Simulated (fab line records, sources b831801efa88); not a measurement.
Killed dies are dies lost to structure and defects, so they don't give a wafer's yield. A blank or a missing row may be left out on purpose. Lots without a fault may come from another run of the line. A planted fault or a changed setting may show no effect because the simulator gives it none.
fab line records | flow gf180mcu
record lots=5 wafers=15 last_day=34
route steps=602 shown V2@408 M3@409 PASSIVATION@602
lots that met no fault: from a run of the same line without faults
start_h: hours from the record's first day to the start of the lot's first wafer shown | wait_h: hours since the lot's step before | " the same as in the row above | L1.1+2: a row that stands for several wafers | - no value, or no start given | * or withheld: withheld | < > ~ a bound
route shown NAME@n: a module of which the file shows steps, and the number in the route of the first | usual: mean/standard deviation of fault-free wafers | same: alike in all rows | chamber/n: place in a boat | sites: the reading at each site | _std_site: their standard deviation | _edge_site: outer sites' mean less inner sites' | radius_mm: how far each site lies from the wafer's centre | mask NAME#n: copy n | behind: the tool/chamber that last shaped the wafer | hold: why the lot was held/for how many hours/how that ended | device: the transistor (n, p or np) that didn't switch | end of line: the same wafers' tests at the end of the route | a step without rows: its recipe alone | killed: dies lost to structure and defects at the first sort, not the wafer's yield | map: a wafer's dies, x killed, . not, _ none there
set.NAME: the setting as run; set.NAME@STEP: as run at that earlier step | model.NAME: the simulator's own value behind a step, which no gauge read
lots at some steps of the route; a table a step, a row a wafer
services: from which hour (start_h, from the record's first day; less than 0 if before it) a tool's chamber was out of use, for how many hours, and why
## steps
# step GF_V2_CMP_26
# recipe stop_on=SiO2 down_force_psi=3.5 platen_rpm=60 t_overpolish_s=15 target_thk_nm=0 pad_velocity_m_s=0.94248
# usual motor_current_A=11.0/1.3 overpolish_run_s=15.000/0.0081 time_to_endpoint_s=85/4.3
# columns lot.wafer tool chamber start_h wait_h motor_current_A overpolish_run_s time_to_endpoint_s
L343.4 cmp-01 0 507.81 0.1 9.8 14.998 84
L343.3 " 1 " " 10.5 15.007 86
L343.5 " 3 " " 11.7 15.001 93
L354.4 cmp-02 3 592.19 0.0 14.3 15.002 79
L354.3 " 0 " " 9.6 14.988 80
L354.2 " 2 " " 10.5 15.005 82
L355.4 cmp-02 0 601.74 0.0 9.3 14.998 77
L355.1 " 3 " " 14.2 14.990 79
L355.5 " 1 " " 13.0 15.000 81
L356.2 cmp-01 0 605.06 0.0 9.5 15.004 82
L356.1 " 2 " " 10.5 15.009 84
L356.5 " 0 " " 9.4 14.997 85
L361.1 cmp-01 0 636.99 0.1 9.6 15.013 90
L361.4 " 1 " " 11.4 15.007 88
L361.6 " 1 " " 11.1 15.008 88
# step GF_M3_SPUTTER_00
# recipe material=Ti target_thk_nm=37.5 arriving_ion_energy_ev=80 substrate_temp_c=200 chamber_pressure_pa=2 power_w=4000 time_s=150
# usual cathode_dc_power_W=3999.8/0.69 throttle_valve_pct=29.4/1.1
# same time_s=150
# columns lot.wafer tool chamber start_h wait_h cathode_dc_power_W throttle_valve_pct
L343.3 pvd_sputter-01 - 508.01 0.1 4000.5 30.4
L343.4 " - " " 3999.1 27.2
L343.5 " - " " 4000.1 31.4
L354.2 pvd_sputter-03 - 592.49 0.1 4000.9 30.2
L354.3 " - " " 4000.0 29.8
L354.4 " - " " 4000.5 28.1
L355.1 pvd_sputter-03 - 602.04 0.1 3998.6 30.3
L355.4 " - " " 3999.9 30.2
L355.5 " - " " 3998.9 29.9
L356.1 pvd_sputter-03 - 605.36 0.1 4000.3 30.0
L356.2 " - " " 4000.5 28.4
L356.5 " - " " 3999.3 28.2
L361.1 pvd_sputter-01 - 637.29 0.2 4001.3 31.4
L361.4 " - " " 4000.0 27.6
L361.6 " - " " 4000.8 30.2
# step GF_M3_SPUTTER_01
# recipe material=TiN target_thk_nm=30 power_w=6500 time_s=25 chamber_pressure_pa=0.4
# usual cathode_dc_power_W=6500.1/1.2 throttle_valve_pct=29.4/1.1
# same time_s=25
# columns lot.wafer tool chamber start_h wait_h cathode_dc_power_W throttle_valve_pct
L343.3 pvd_sputter-01 - 508.11 0.1 6501.6 30.4
L343.4 " - " " 6500.4 27.2
L343.5 " - " " 6498.2 31.4
L354.2 pvd_sputter-03 - 592.59 0.1 6499.0 30.3
L354.3 " - " " 6497.4 30.1
L354.4 " - " " 6501.2 28.0
L355.1 pvd_sputter-03 - 602.14 0.1 6500.7 30.3
L355.4 " - " " 6498.7 30.1
L355.5 " - " " 6500.7 29.9
L356.1 pvd_sputter-03 - 605.46 0.1 6500.1 30.4
L356.2 " - " " 6500.8 28.3
L356.5 " - " " 6497.1 28.2
L361.1 pvd_sputter-01 - 637.39 0.1 6500.1 31.7
L361.4 " - " " 6501.2 27.4
L361.6 " - " " 6500.0 29.9
# step GF_M3_SPUTTER_02
# recipe material=AlCu target_thk_nm=450 power_w=10600 time_s=23.9 chamber_pressure_pa=0.4
# step GF_M3_SPUTTER_03
# recipe material=Ti target_thk_nm=10 substrate_temp_c=300 chamber_pressure_pa=0.3 power_w=3000 time_s=6.7
# step GF_M3_SPUTTER_04
# recipe material=TiN target_thk_nm=50 power_w=6500 time_s=41.7 chamber_pressure_pa=0.4
# usual cathode_dc_power_W=6500.0/1.2 throttle_valve_pct=29.4/1.1
# same time_s=41.7
# columns lot.wafer tool chamber start_h wait_h cathode_dc_power_W throttle_valve_pct
L343.3 pvd_sputter-01 - 508.19 0.0 6498.8 30.1
L343.4 " - " " 6498.6 27.3
L343.5 " - " " 6499.2 31.3
L354.2 pvd_sputter-03 - 592.67 0.0 6499.4 30.0
L354.3 " - " " 6499.8 29.9
L354.4 " - " " 6500.9 28.0
L355.1 pvd_sputter-03 - 602.22 0.0 6500.9 30.6
L355.4 " - " " 6499.3 30.2
L355.5 " - " " 6499.1 30.0
L356.1 pvd_sputter-03 - 605.54 0.0 6500.8 30.1
L356.2 " - " " 6500.4 28.3
L356.5 " - " " 6496.5 28.3
L361.1 pvd_sputter-01 - 637.47 0.0 6500.9 31.5
L361.4 " - " " 6500.7 27.2
L361.6 " - " " 6501.0 30.3
# step GF_M3_RS_MEAS_05
# recipe thk_meas_gauge=four-point-probe reads=TiN_of_M3_SPUTTER_04+Ti_of_M3_SPUTTER_03+AlCu_of_M3_SPUTTER_02+TiN_of_M3_SPUTTER_01+Ti_of_M3_SPUTTER_00
# usual M3_ALCU_RS=0.0695/0.00062
# columns lot.wafer tool chamber start_h wait_h M3_ALCU_RS[ohm/sq]
L343.3 film_metro-04 - 508.27 0.1 0.0696
L343.4 " - " " 0.0690
L343.5 " - " " 0.0693
L354.2 film_metro-03 - 592.73 0.0 0.0702
L354.3 " - " " 0.0704
L354.4 " - " " 0.0705
L355.1 film_metro-03 - 602.26 0.0 0.0699
L355.4 " - " " 0.0705
L355.5 " - " " 0.0704
L356.1 film_metro-03 - 605.58 0.0 0.0699
L356.2 " - " " 0.0700
L356.5 " - " " 0.0702
L361.1 film_metro-04 - 637.51 0.0 0.0693
L361.4 " - " " 0.0684
L361.6 " - " " 0.0690
# step GF_M3_THK_MEAS_06
# recipe thk_meas_gauge=xrf reads=AlCu_of_M3_SPUTTER_02
# usual M3_ALCU_THK=445/4.1
# columns lot.wafer tool chamber start_h wait_h M3_ALCU_THK[nm]
L343.3 film_metro-04 - 508.37 0.1 444
L343.4 " - " " 448
L343.5 " - " " 446
L354.2 film_metro-03 - 592.84 0.1 440
L354.3 " - " " 436
L354.4 " - " " 437
L355.1 film_metro-03 - 602.38 0.1 441
L355.4 " - " " 439
L355.5 " - " " 440
L356.1 film_metro-03 - 605.70 0.1 443
L356.2 " - " " 443
L356.5 " - " " 444
L361.1 film_metro-04 - 637.63 0.1 444
L361.4 " - " " 449
L361.6 " - " " 449
# step GF_M3_DEHYDRATE_07
# recipe temp_c=200 time_s=60
# step GF_M3_HMDS_08
# recipe prime_time_s=60 prime_temp_c=120
# step GF_M3_COAT_09
# recipe resist=KrF spin_rpm=withheld resist_thk_nm=1000
# step GF_M3_SOFTBAKE_10
# recipe temp_c=130 time_s=60 resist=KrF
# step GF_M3_EXPOSE_11
# recipe mask_id=Metal3 target_cd_nm=280 na=0.68 source_shape=conventional sigma_outer=0.6 dose_mj=28
# same na=0.68
# columns lot.wafer tool chamber start_h wait_h mask
L343.3+4+5 krf_scanner-02 0 520.11 - Metal3#0
L354.2+3+4 krf_scanner-02 0 603.22 - Metal3#0
L355.1+4+5 krf_scanner-02 0 612.72 - Metal3#0
L356.1+2+5 krf_scanner-01 0 616.40 - Metal3#0
L361.1+4+6 krf_scanner-01 0 647.65 - Metal3#0
# step GF_M3_PEB_12
# recipe peb_temp_c=135 peb_time_s=90 resist=KrF
# step GF_M3_DEVELOP_13
# recipe develop_time_s=60 dev_temp_c=21
# step GF_M3_CD_MEAS_14
# recipe target_cd_nm=280
# usual cd_nm=280.1/1.4
# columns lot.wafer tool chamber start_h wait_h cd_nm
L343.3 cd_sem-01 - 531.16 0.1 278.9
L343.4 " - " " 248.3
L343.5 " - " " 246.9
L354.2 cd_sem-01 - 613.09 0.1 281.5
L354.3 " - " " 281.1
L354.4 " - " " 280.2
L355.1 cd_sem-01 - 622.85 0.1 279.4
L355.4 " - " " 278.9
L355.5 " - " " 280.6
L356.1 cd_sem-01 - 626.30 0.1 279.8
L356.2 " - " " 279.9
L356.5 " - " " 279.7
L361.1 cd_sem-02 - 657.20 0.1 279.8
L361.4 " - " " 279.4
L361.6 " - " " 278.9
# step GF_M3_OVL_MEAS_15
# usual M3_OVL=0/4.6
# columns lot.wafer tool chamber start_h wait_h M3_OVL[nm]
L343.3 overlay-01 - 531.26 0.1 -5
L343.4 " - " " -3
L343.5 " - " " -4
L354.2 overlay-02 - 613.20 0.1 4
L354.3 " - " " -6
L354.4 " - " " -2
L355.1 overlay-01 - 622.97 0.1 -1
L355.4 " - " " 0
L355.5 " - " " -2
L356.1 overlay-01 - 626.42 0.1 3
L356.2 " - " " 4
L356.5 " - " " -3
L361.1 overlay-01 - 657.32 0.1 2
L361.4 " - " " 0
L361.6 " - " " 4
# step GF_M3_METAL_ETCH_16
# recipe chemistry=Cl2/BCl3 mask_material=KrF target_depth_nm=627.5 stop_on=SiO2 pressure_mtorr=8 icp_w=800 bias_w=140 Cl2_flow_sccm=80 bcl3_flow_sccm=40 time_s=104.6
# usual drypump_motor_current_A=5.70/0.24 oes_product_au=0.973/0.0057 throttle_valve_pct=28.249/0.0092
# same time_s=104.6
# columns lot.wafer tool chamber start_h wait_h drypump_motor_current_A oes_product_au rf_hours_counter_h throttle_valve_pct model.M3.cd_nm
L343.3 rie_metal-03 1 531.36 0.1 5.49 0.978 - 28.253 280.2
L343.4 " 1 " " 5.46 0.976 - 28.237 247.4
L343.5 " 1 " " 5.44 0.972 - 28.238 248.5
L354.2 rie_metal-01 1 613.27 0.1 5.52 0.968 - 28.245 279.4
L354.3 " 1 " " 5.50 0.970 - 28.257 282.2
L354.4 " 1 " " 5.50 0.970 - 28.251 279.5
L355.1 rie_metal-01 0 623.01 0.0 6.06 0.974 0 28.257 283.1
L355.4 " 0 " " 6.07 0.973 - 28.242 281.4
L355.5 " 0 " " 6.07 0.962 - 28.258 284
L356.1 rie_metal-04 0 626.46 0.0 5.91 0.976 10 28.257 273.9
L356.2 " 1 " " 5.55 0.959 10 28.241 271.9
L356.5 " 0 " " 5.89 0.976 - 28.256 274.3
L361.1 rie_metal-03 0 657.36 0.0 5.84 0.974 4 28.239 278.4
L361.4 " 1 " " 5.42 0.977 - 28.246 279.4
L361.6 " 1 " " 5.44 0.975 - 28.244 277.9
# step GF_M3_STRIP_17
# recipe chemistry=O2/N2 power_w=1400 pressure_mtorr=1500 platen_temp_c=250 o2_flow_sccm=3000 n2_flow_sccm=300 overash_fraction=0.5
# usual drypump_motor_current_A=5.7/0.38 heater_power_w=362/35 oes_product_au=0.558/0.0046 strip_time_to_endpoint_s=7.89/0.039
# columns lot.wafer tool chamber start_h wait_h drypump_motor_current_A heater_power_w oes_product_au rf_hours_counter_h strip_time_to_endpoint_s
L343.3 plasma_asher-01 1 531.54 0.1 5.6 385 0.556 - 7.87
L343.4 " 0 " " 5.8 309 0.552 - 7.88
L343.5 " 1 " " 5.6 389 0.559 - 7.83
L354.2 plasma_asher-01 1 613.45 0.1 5.6 388 0.560 102 7.93
L354.3 " 0 " " 5.8 316 0.558 - 7.89
L354.4 " 1 " " 5.6 376 0.560 - 7.93
L355.1 plasma_asher-04 1 623.12 0.1 5.8 387 0.561 19 7.83
L355.4 " 0 " " 4.9 339 0.553 - 7.81
L355.5 " 0 " " 4.9 335 0.558 - 7.86
L356.1 plasma_asher-04 0 626.57 0.1 4.9 333 0.561 19 7.85
L356.2 " 1 " " 5.8 386 0.559 19 7.88
L356.5 " 1 " " 5.8 393 0.558 - 7.89
L361.1 plasma_asher-03 1 657.47 0.1 5.9 409 0.559 58 7.92
L361.4 " 1 " " 5.9 411 0.555 - 7.86
L361.6 " 0 " " 6.1 351 0.553 - 7.88
# step GF_PASSIVATION_PROBE_99
# columns lot.wafer tool chamber start_h wait_h model.etest.met3.width_nm model.etest.met3.line_ohm_um
L343.3 prober-02 - 705.86 0.2 279.3 0.2546
L343.4 prober-02 - 705.91 0.2 248.8 0.2843
L343.5 prober-02 - 705.96 0.2 246.6 0.2878
L354.2 prober-01 - 774.91 0.1 275.5 0.2638
L354.3 prober-01 - 774.96 0.2 285.6 0.2559
L354.4 prober-01 - 775.01 0.2 278.8 0.2581
L355.1 prober-02 - 779.86 0.1 280.7 0.2564
L355.4 prober-02 - 780.01 0.2 283.2 0.2558
L355.5 prober-02 - 780.06 0.2 283.1 0.2542
L356.1 prober-01 - 783.09 0.1 276.7 0.2598
L356.2 prober-01 - 783.14 0.1 276.7 0.2625
L356.5 prober-01 - 783.29 0.2 274.2 0.2641
L361.1 prober-02 - 807.19 0.1 277.6 0.2571
L361.4 prober-02 - 807.34 0.2 275.6 0.2561
L361.6 prober-02 - 807.44 0.2 279.6 0.253
# killed by level:class
L354.2 M1:geometric_particle:short=5 V3:geometric_particle:open=5 STI:geometric_particle:short=4 CONTACT:geometric_particle:open=4 V3:geometric_particle:short=4 CONTACT:geometric_particle:short=3 V2:geometric_particle:open=3 V4:geometric_particle:open=3
L354.3 STI:geometric_particle:open=7 V3:geometric_particle:open=6 V4:geometric_particle:open=6 M1:geometric_particle:short=5 CONTACT:geometric_particle:open=4 V1:geometric_particle:open=3 V2:geometric_particle:open=3 M4:geometric_particle:short=3
L354.4 CONTACT:geometric_particle:open=7 V1:geometric_particle:open=6 V2:geometric_particle:open=6 STI:geometric_particle:short=4 V4:geometric_particle:open=4 V3:geometric_particle:open=3 M4:geometric_particle:short=3 V4:geometric_particle:short=3
L355.1 M1:geometric_particle:short=6 V2:geometric_particle:open=5 M4:geometric_particle:short=4 V4:geometric_particle:open=4 STI:geometric_particle:open=3 V5:geometric_particle:open=3 CONTACT:geometric_particle:open=2 CONTACT:geometric_particle:short=2
L355.4 V1:geometric_particle:open=6 V4:geometric_particle:open=6 STI:geometric_particle:short=5 CONTACT:geometric_particle:open=4 CONTACT:geometric_particle:short=4 V5:geometric_particle:open=4 POLY_GATE:geometric_particle:open=3 M3:geometric_particle:short=3
L355.5 CONTACT:geometric_particle:open=8 M2:geometric_particle:short=5 V1:geometric_particle:short=3 V1:geometric_particle:open=3 STI:geometric_particle:open=2 M1:geometric_particle:short=2 V2:geometric_particle:open=2 V3:geometric_particle:short=2
L356.1 V1:geometric_particle:open=5 V4:geometric_particle:open=4 V2:geometric_particle:open=4 CONTACT:geometric_particle:open=3 M2:geometric_particle:short=3 V3:geometric_particle:open=3 POLY_GATE:geometric_particle:open=2 STI:geometric_particle:open=2
L356.2 V1:geometric_particle:open=5 STI:geometric_particle:open=4 CONTACT:geometric_particle:open=4 V4:geometric_particle:open=4 V4:geometric_particle:short=3 STI:geometric_particle:short=2 POLY_GATE:geometric_particle:short=2 M1:geometric_particle:open=2
L356.5 V4:geometric_particle:open=5 V5:geometric_particle:open=5 V1:geometric_particle:open=3 M2:geometric_particle:short=3 V2:geometric_particle:short=3 V2:geometric_particle:open=2 M5:geometric_particle:short=2 V5:geometric_particle:short=2
L361.1 V4:geometric_particle:open=7 CONTACT:geometric_particle:open=6 V2:geometric_particle:open=6 V2:geometric_particle:short=5 STI:geometric_particle:open=3 CONTACT:geometric_particle:short=3 V1:geometric_particle:open=3 V5:geometric_particle:open=3
L361.4 V1:geometric_particle:open=6 CONTACT:geometric_particle:open=5 STI:geometric_particle:open=4 V2:geometric_particle:open=4 V3:geometric_particle:open=4 V4:geometric_particle:open=4 V5:geometric_particle:short=3 V2:geometric_particle:short=2
L361.6 CONTACT:geometric_particle:open=5 V1:geometric_particle:open=5 V3:geometric_particle:short=4 CONTACT:geometric_particle:short=3 M1:geometric_particle:open=3 V4:geometric_particle:open=3 STI:geometric_particle:short=2 V1:geometric_particle:short=2
## services
# columns tool chamber start_h hours kind
krf_scanner-02 - 484.48 0.8 pm
cmp-01 - 504.08 1.3 repair
plasma_asher-01 - 520.67 0.7 repair
rie_metal-01 - 531.36 0.1 repair
krf_scanner-01 - 539.06 4.5 repair
krf_scanner-02 - 542.88 0.2 repair
krf_scanner-02 - 544.91 4.4 pm
pvd_sputter-03 - 547.87 2.4 repair
krf_scanner-01 - 549.29 0.8 pm
krf_scanner-02 - 550.13 0.8 pm
cmp-01 - 551.52 0.3 repair
rie_metal-03 0 551.53 2.3 repair
krf_scanner-02 - 553.16 7.1 repair
rie_metal-01 0 557.88 10.5 repair
cmp-01 - 572.10 4.0 pm
pvd_sputter-03 - 577.48 3.9 repair
krf_scanner-02 - 583.70 2.4 repair
krf_scanner-02 - 603.86 1.0 pm
pvd_sputter-03 - 605.81 12.8 repair
krf_scanner-02 - 607.86 0.2 repair
krf_scanner-02 - 629.58 4.0 pm
krf_scanner-02 - 633.60 1.3 pm
krf_scanner-02 - 649.13 4.0 repair
cmp-01 - 651.35 3.4 pm
## key
first_sign step=GF_M3_CD_MEAS_14 reading=cd_nm direction=down sigmas=23 usual=280.1 struck=247.6
effect none on later readings
model_effect step=GF_M3_METAL_ETCH_16 value=M3.cd_nm without=280 struck=247.9
model_effect step=GF_PASSIVATION_PROBE_99 value=etest.met3.width_nm without=279.8 struck=247.7
met_at GF_M3_EXPOSE_11
struck_wafers L343.4,L343.5
sort_left_out L343.4,L343.5
fault kind=process_parameter_drift tool=krf_scanner-02 chamber=- onset_h=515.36 steps=GF_M3_EXPOSE_11 channel=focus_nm offset=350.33 shape=step end_h=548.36 scope=struck_wafers_only
# sort_left_out: the simulated sort isn't trusted on such a fault, so these wafers' sort isn't shown, and their yield isn't known
